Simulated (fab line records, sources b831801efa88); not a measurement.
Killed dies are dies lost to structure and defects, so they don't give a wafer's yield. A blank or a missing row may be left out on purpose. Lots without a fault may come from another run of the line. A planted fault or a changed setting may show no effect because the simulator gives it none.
Which tool did it? | flow gf180mcu | 6 lots, 17 wafers sampled, at 1 step of a route of 602

WHAT THE GAUGES READ, wafer by wafer
GF_VT_IMPLANT_OVL_MEAS_29.
lot  | measured     | on         | VT_IMPLANT_02_OVL (nm)
L241 | day 7 01:09  | overlay-01 | 1.6 1.2 1.6
L243 | day 7 14:46  | overlay-01 | 1.9 1.3 1.7
L251 | day 10 03:54 | overlay-02 | -4.4 -3.1
L256 | day 11 11:27 | overlay-01 | -2.1 -2.0 -1.4
L261 | day 12 12:31 | overlay-01 | -0.3 0.2 0.4
L263 | day 13 01:40 | overlay-02 | 0.5 -0.4 0.0

WHICH TOOL RAN EACH LOT (tool, then ch and the chambers of the sampled wafers, then the start)
The record holds no process step before these readings.

THE ANSWER, worked out from the rows above alone
Rule: what is usual is taken from the lots themselves. Put in order of their means at a reading, lots are off if they are a third of the lots or fewer, leave a main group of 4 or more, and stand apart from it by a gap of 3 or more times the standard deviation of the main group's means; of several such gaps the widest counts. A main group whose means are all the same, to the digits that the tables above print for the reading, isn't used. A lot without any number at a reading at which 4 lots or more have one is off too. The other lots that the step has rows for count as sound.
No lot is off at any reading shown: from this, nothing can be told.

WHAT THE SIMULATOR HAD PUT IN
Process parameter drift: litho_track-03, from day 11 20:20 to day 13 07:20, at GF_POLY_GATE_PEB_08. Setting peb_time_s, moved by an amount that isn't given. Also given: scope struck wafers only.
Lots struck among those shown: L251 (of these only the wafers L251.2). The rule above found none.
